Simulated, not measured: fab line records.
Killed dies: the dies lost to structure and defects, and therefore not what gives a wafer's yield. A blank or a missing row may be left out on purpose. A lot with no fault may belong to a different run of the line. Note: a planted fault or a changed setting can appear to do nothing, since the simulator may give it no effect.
2 desks, one fault + flow gf180mcu + what lay behind the numbers comes last; until then each desk has only its own

== THE TOOL OWNER'S DESK: rie-metal-03 ==
The tool's own readings at GF_MIM_METAL_ETCH_19 (etches the open film in Cl2/BCl3, stops on Si3N4, target depth 324.5 nm, time 54.1 s): means of the sampled wafers that have a number, for each lot that ran on this tool. Any lot whose mean is over 4 standard deviations away from the usual mean is out of limits and marked OUT; that distance is given in the brackets.
Columns: A = bcl3-flow-sccm at GF_MIM_METAL_ETCH_19, usual 40.00 sccm; B = drypump-motor-current-A at GF_MIM_METAL_ETCH_19, usual 6.0 A; C = oes-product-au at GF_MIM_METAL_ETCH_19, usual 0.940 a.u.; D = rf-fwd-power-W at GF_MIM_METAL_ETCH_19, usual 792 W; E = throttle-valve-pct at GF_MIM_METAL_ETCH_19, usual 28.287 %
| lot  | first seen here | A     | B   | C     | D             | E      |
|------|-----------------|-------|-----|-------|---------------|--------|
| L173 | day 26 01:32    | 40.03 | 6.7 | 0.928 | 793           | 28.298 |
| L174 | day 26 18:46    | 40.03 | 6.7 | 0.944 | 793           | 28.284 |
| L181 | day 28 19:13    | 39.88 | 6.4 | 0.937 | 788           | 28.293 |
| L182 | day 29 03:19    | 40.09 | 6.5 | 0.935 | 790           | 28.301 |
| L189 | day 30 23:40    | 40.02 | 6.5 | 0.922 | 666 (-34) OUT | 28.301 |
| L191 | day 31 09:02    | 39.96 | 6.3 | 0.916 | 657 (-36) OUT | 28.302 |
This desk's finding: out of limits on L189, L191; first on L189, day 30 23:40 (rf-fwd-power-W at GF_MIM_METAL_ETCH_19). In limits: L173, L174, L181, L182.

== METROLOGY DESK ==
Means of the sampled wafers that have a number, per lot and without regard to the tool the lot ran on: this is what the gauges read. Any lot whose mean is over 4 standard deviations away from the usual mean is out of limits and marked OUT; that distance is given in the brackets.
Columns: A = cd-nm at GF_V4_CD_MEAS_14, usual 260.1 nm; B = V4_W_THK at GF_V4_THK_MEAS_25, usual 355 nm; C = cd-nm at GF_M5_CD_MEAS_07, usual 280.4 nm
| lot  | first seen here | A     | B   | C     |
|------|-----------------|-------|-----|-------|
| L171 | day 24 15:30    | 261.4 | 354 | 280.1 |
| L173 | day 25 02:25    | 259.6 | 356 | 277.6 |
| L174 | day 25 19:31    | 259.8 | 351 | 278.5 |
| L176 | day 26 10:17    | 260.9 | 352 | 279.6 |
| L178 | day 26 18:05    | 258.3 | 360 | 280.9 |
| L179 | day 26 21:56    | 259.6 | 357 | 280.0 |
| L181 | day 27 21:59    | 259.4 | 356 | 280.7 |
| L182 | day 28 05:50    | 259.3 | 356 | 281.3 |
| L184 | day 28 16:34    | 260.3 | 343 | 279.1 |
| L187 | day 29 11:20    | 260.9 | 353 | 281.1 |
| L189 | day 30 03:44    | 259.7 | 359 | -     |
| L191 | day 30 13:41    | 261.1 | 362 | -     |
Finding of this desk: none of the 12 lots has anything out of limits.

== ALL TOGETHER ==
The tool owner's desk had the chance to raise an alarm at day 30 23:40 on L189, L191.
From the metrology desk's view, nothing was out of limits.
The metrology desk has L189, L191 on record, within its limits.
Every lot named ran GF_MIM_METAL_ETCH_19 on rie-metal-03.

== WHAT WAS PUT IN BY THE SIMULATOR ==
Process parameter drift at GF_MIM_METAL_ETCH_19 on rie-metal-03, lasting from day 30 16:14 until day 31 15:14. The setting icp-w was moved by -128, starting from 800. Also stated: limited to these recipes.
Shown lots that were struck: L189, L191.
Each desk's first reading out of limits, in hours after the fault started: the tool owner's desk, 7.
